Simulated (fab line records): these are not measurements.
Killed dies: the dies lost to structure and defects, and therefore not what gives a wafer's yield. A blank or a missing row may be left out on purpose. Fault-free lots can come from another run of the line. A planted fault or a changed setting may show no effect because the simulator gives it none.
Which tool did it? -- flow gf180mcu -- 12 lots with 36 wafers sampled at 6 steps, on a route of 602 steps

== WHAT EACH GAUGE READ, for each wafer ==
GF_HV_LDD_TW_MEAS_38.
lot,measured,on,HV_LDD_3_TW
L670,day 11 15:12,film_metro-02,1428 1431 1430
L671,day 12 11:42,film_metro-01,1446 1438 1442
L673,day 12 18:56,film_metro-03,1420 1418 1412
L675,day 13 14:02,film_metro-02,1440 1433 1431
L677,day 14 04:17,film_metro-02,1434 1435 1438
L678,day 14 08:55,film_metro-01,1424 1428 1433
L679,day 14 21:49,film_metro-01,1435 1432 1436
L680,day 14 22:07,film_metro-03,1423 1424 1431
L682,day 15 11:52,film_metro-03,1421 1427 1431
L683,day 15 17:43,film_metro-02,1540 1527 1540
L689,day 17 17:43,film_metro-01,1534 1542 1550
L693,day 18 23:18,film_metro-02,1546 1548 1541

GF_HV_LDD_RS_MEAS_53: the measuring method here is four-point-probe.
lot,measured,on,HV_LDD_RS (ohm/sq)
L670,day 12 11:08,film_metro-02,417.7 418.5 419.1
L671,day 13 07:29,film_metro-02,418.1 417.7 418.4
L673,day 13 15:35,film_metro-01,418.1 417.7 417.7
L675,day 14 10:11,film_metro-01,417.5 417.3 418.4
L677,day 15 01:27,film_metro-01,419.2 418.3 419.2
L678,day 15 07:17,film_metro-01,419.0 421.4 421.0
L679,day 15 19:10,film_metro-01,418.7 418.8 418.9
L680,day 15 19:17,film_metro-03,419.4 418.3 419.0
L682,day 16 09:22,film_metro-03,419.8 419.2 418.6
L683,day 16 15:46,film_metro-02,398.1 398.4 400.2
L689,day 18 17:24,film_metro-01,400.2 399.7 400.3
L693,day 20 00:17,film_metro-01,401.4 400.7 400.8

GF_NSD_TW_MEAS_12.
lot,measured,on,NSD_TW
L670,day 13 09:40,film_metro-04,4225 4226 4239
L671,day 14 07:36,film_metro-02,4246 4268 4249
L673,day 14 15:23,film_metro-02,4232 4233 4239
L675,day 15 10:57,film_metro-02,4216 4188 4194
L677,day 16 01:26,film_metro-04,4216 4226 4215
L678,day 16 08:16,film_metro-02,4235 4232 4237
L679,day 16 20:20,film_metro-04,4180 4159 4189
L680,day 16 22:11,film_metro-04,4183 4218 4197
L682,day 17 10:58,film_metro-04,4211 4212 4218
L683,day 17 17:23,film_metro-04,4215 4217 4223
L689,day 19 21:46,film_metro-04,4196 4211 4208
L693,day 21 02:42,film_metro-01,4308 4311 4326

GF_PSD_RS_MEAS_15: the measuring method here is four-point-probe.
lot,measured,on,PSD_RS (ohm/sq)
L670,day 14 04:54,film_metro-02,108.23 108.35 108.40
L671,day 15 05:26,film_metro-04,108.92 108.47 109.26
L673,day 15 12:38,film_metro-01,108.59 108.80 108.70
L675,day 16 08:41,film_metro-04,108.63 108.49 108.36
L677,day 16 23:46,film_metro-01,108.84 108.88 108.76
L678,day 17 08:02,film_metro-02,108.59 108.57 108.11
L679,day 17 19:58,film_metro-01,108.87 108.60 108.48
L680,day 17 20:35,film_metro-01,108.73 108.51 108.53
L682,day 18 10:47,film_metro-01,109.17 108.58 108.73
L683,day 18 17:53,film_metro-01,108.56 108.63 108.75
L689,day 20 22:58,film_metro-01,108.68 108.86 108.59
L693,day 22 03:58,film_metro-04,108.09 108.21 108.39

== TOOL THAT RAN EACH LOT (tool first, then ch and the chambers of the sampled wafers, then the start) ==
lot,GF_POLY_GATE_ETCH_13,GF_HV_LDD_IMPLANT_35
L670,"rie_si-02 ch 0,1, day 9 04:46","implanter-02 ch 0, day 11 14:49"
L671,"rie_si-02 ch 0,2,3, day 10 01:24","implanter-02 ch 0, day 12 11:19"
L673,"rie_si-02 ch 0,2,3, day 10 09:04","implanter-03 ch 0, day 12 18:34"
L675,"rie_si-02 ch 0,1, day 10 23:58","implanter-03 ch 0, day 13 13:39"
L677,"rie_si-01 ch 1,3, day 11 14:58","implanter-02 ch 0, day 14 03:53"
L678,"rie_si-02 ch 2,3, day 11 17:43","implanter-04 ch 0, day 14 08:31"
L679,"rie_si-02 ch 1,2,3, day 12 06:16","implanter-02 ch 0, day 14 21:25"
L680,"rie_si-01 ch 1,2, day 12 06:19","implanter-03 ch 0, day 14 21:43"
L682,"rie_si-02 ch 0,2,3, day 12 20:22","implanter-02 ch 0, day 15 11:28"
L683,"rie_si-01 ch 0,2,3, day 13 00:01","implanter-02 ch 0, day 15 17:00"
L689,"rie_si-02 ch 0,1,3, day 14 20:58","implanter-03 ch 0, day 17 17:02"
L693,"rie_si-01 ch 0,2,3, day 15 23:10","implanter-03 ch 0, day 18 22:35"
- GF_POLY_GATE_ETCH_13: etches poly-Si in HBr/Cl2, stops on SiO2, target depth 198.5 nm, time 69.6 s.
- GF_HV_LDD_IMPLANT_35

== WHAT THE TOOLS THEMSELVES READ (means of the sampled wafers that have a number; where no wafer has one, the mark that the record gives instead) ==
GF_POLY_GATE_ETCH_13.
lot,tool,drypump_motor_current_A (A),oes_product_au (a.u.),throttle_valve_pct (%)
L670,rie_si-02,5.1,0.986,33.669
L671,rie_si-02,6.0,0.988,33.687
L673,rie_si-02,6.0,0.989,33.686
L675,rie_si-02,5.2,0.989,33.680
L677,rie_si-01,5.7,0.999,33.696
L678,rie_si-02,6.4,0.985,33.688
L679,rie_si-02,6.0,0.986,33.673
L680,rie_si-01,5.2,1.012,33.683
L682,rie_si-02,6.0,0.979,33.685
L683,rie_si-01,5.5,0.985,33.682
L689,rie_si-02,5.5,0.988,33.686
L693,rie_si-01,5.5,0.991,33.684

GF_HV_LDD_IMPLANT_35.
lot,tool,beam_energy_keV,end_station_pressure_torr (Torr)
L670,implanter-02,60.030,4.98e-06
L671,implanter-02,59.987,5.01e-06
L673,implanter-03,59.979,5.11e-06
L675,implanter-03,59.996,4.72e-06
L677,implanter-02,60.033,5.06e-06
L678,implanter-04,59.986,5.15e-06
L679,implanter-02,59.997,5.05e-06
L680,implanter-03,59.991,4.91e-06
L682,implanter-02,59.985,4.86e-06
L683,implanter-02,60.008,5.14e-06
L689,implanter-03,60.015,4.97e-06
L693,implanter-03,60.004,4.98e-06

== THE ANSWER, worked out from the rows above alone ==
Rule: the lots themselves supply what counts as usual. Put in order of their means at a reading, lots are off if they are a third of the lots or fewer, leave a main group of 4 or more, and stand apart from it by a gap of 3 or more times the standard deviation of the main group's means; of several such gaps the widest counts. If all means in a main group match to the digits the tables above print for the reading, that group is not used. Also off: a lot with no number at a reading for which 4 or more lots have one. Any other lot the step has rows for is counted as sound. Order of review: gauges by route order, followed by the tools' own readings, for which a lot's mean as printed above is used. The first step at which some lot is off is used, and at that step the reading that is off furthest; a lot without a number counts as furthest.
Off: at GF_HV_LDD_TW_MEAS_38 (HV_LDD_3_TW), L683, L689, L693. The main group has a mean of 1430 with a standard deviation of 6.9.
If a tool, at a process step before that reading, ran all the lots that are off and no sound lot after the first of them, it fits. The gauges at GF_HV_LDD_TW_MEAS_38 are tried like those tools. No candidate that was tried fits.

== WHAT HAD BEEN PUT IN BY THE SIMULATOR ==
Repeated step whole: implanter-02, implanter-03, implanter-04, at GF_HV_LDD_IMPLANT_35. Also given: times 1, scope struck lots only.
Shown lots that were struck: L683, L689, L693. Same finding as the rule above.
